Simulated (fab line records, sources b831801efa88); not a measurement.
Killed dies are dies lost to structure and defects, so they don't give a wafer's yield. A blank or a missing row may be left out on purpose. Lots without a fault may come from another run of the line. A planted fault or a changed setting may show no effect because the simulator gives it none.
A struck lot beside a sound one | flow sky130 | 32 steps out of a route of 708
Sound: wafers L244.2, L244.3, L244.5. Struck: wafers L253.2, L253.6. (L253.5 of the same lot was not struck and is left out.) The cause comes at the end.
At each step with rows: each side's tool, then ch and its chambers, then its first start. Under that, the readings that differ: sound wafers | struck wafers | difference of the means | sigmas: that difference in standard deviations of wafers without a fault.
alike: readings whose means differ by less than 2 such deviations, and words and numbers that are the same on both sides. not compared: withheld readings, readings that some wafer has no value for, bounds like >300 that may hide the same value, and numbers for which the record gives no deviation and whose values overlap.
The two part at a step that has a row with sigmas, a row that says differs or no value, or rows on one side only. Numbers that don't overlap but have no deviation are shown without sigmas and don't part them. A reading that every wafer of one side lacks parts them only if that side has two wafers or more.

first, 10 steps without rows for these wafers: SKY_LI_CONTACT_EXPOSE_09 (exposes mask LICM1, target cd 170 nm); SKY_LI_CONTACT_PEB_10; SKY_LI_CONTACT_DEVELOP_11 (develop time 60 s); SKY_LI_CONTACT_ETCH_14 (etches BARC in N2/H2, stops on SiO2, time 45.9 s, target depth 60 nm); SKY_LI_CONTACT_ETCH_15 (etches PSG in C4F8/O2/Ar, stops on Si, target depth 600 nm); SKY_LI_CONTACT_STRIP_16 (strips in O2/N2); SKY_LI_CONTACT_CLEAN_17 (cleans in NMP, time 600 s); SKY_LI_CONTACT_PRE_CLEAN_18 (time 5.6 s); SKY_LI_CONTACT_SPUTTER_19 (material Ti, target thk 20 nm, time 106.37 s); SKY_LI_CONTACT_SPUTTER_20 (material TiN, target thk 20 nm, time 80 s).
SKY_LI_CONTACT_CVD_21: deposits W, target thk 400 nm, time 120.56 s.
  sound on cvd_w-01 ch 0,1, day 30 12:07; struck on cvd_w-01 ch 1, day 33 09:29
  alike: heater_power_w
then, 20 steps without rows for these wafers: SKY_LI_CONTACT_CMP_24 (polishes, stops on PSG, t overpolish 20 s, target thk 0 nm); SKY_LOCAL_INTERCONNECT_SPUTTER_00 (material TiN, target thk 100 nm, time 83.3 s); SKY_LOCAL_INTERCONNECT_DEHYDRATE_03 (time 60 s); SKY_LOCAL_INTERCONNECT_HMDS_04 (prime time 60 s); SKY_LOCAL_INTERCONNECT_COAT_05 (resist thk 60 nm); SKY_LOCAL_INTERCONNECT_COAT_06 (resist thk 450 nm); SKY_LOCAL_INTERCONNECT_SOFTBAKE_07 (time 90 s); SKY_LOCAL_INTERCONNECT_EXPOSE_08 (exposes mask LI1M, target cd 170 nm); SKY_LOCAL_INTERCONNECT_PEB_09; SKY_LOCAL_INTERCONNECT_DEVELOP_10 (develop time 60 s); SKY_LOCAL_INTERCONNECT_ETCH_13 (etches BARC in N2/H2, stops on SiO2, time 45.9 s, target depth 60 nm); SKY_LOCAL_INTERCONNECT_METAL_ETCH_14 (etches TiN in Cl2/BCl3, stops on PSG, target depth 110 nm, time 31.4 s); SKY_LOCAL_INTERCONNECT_STRIP_15 (strips in O2/N2); SKY_LOCAL_INTERCONNECT_STRIP_16 (strips in post etch residue remover, time 1200 s); SKY_LOCAL_INTERCONNECT_CLEAN_17 (cleans in IPA, time 180 s); SKY_LOCAL_INTERCONNECT_CLEAN_18 (cleans in O3/DIW); SKY_CONTACT_CVD_00 (deposits Si3N4, target thk 75 nm); SKY_CONTACT_HDPCVD_02 (deposits SiO2, target thk 565 nm, time 94.2 s); SKY_CONTACT_CMP_04 (polishes SiO2); SKY_CONTACT_DEHYDRATE_06 (time 60 s).
-- the record jumps here: 16 days lie between the struck wafers' starts before and after (it left off in module CONTACT and takes up again in module PAD_OPEN, whose first step shown is number 708 of the route) --
SKY_PAD_OPEN_PROBE_99:
  the record has rows for the struck wafers here (prober-01, day 49 00:32) and none for the sound ones

WHERE THEY PART
Only at SKY_PAD_OPEN_PROBE_99, within this record.

WHY: what the simulator had put in
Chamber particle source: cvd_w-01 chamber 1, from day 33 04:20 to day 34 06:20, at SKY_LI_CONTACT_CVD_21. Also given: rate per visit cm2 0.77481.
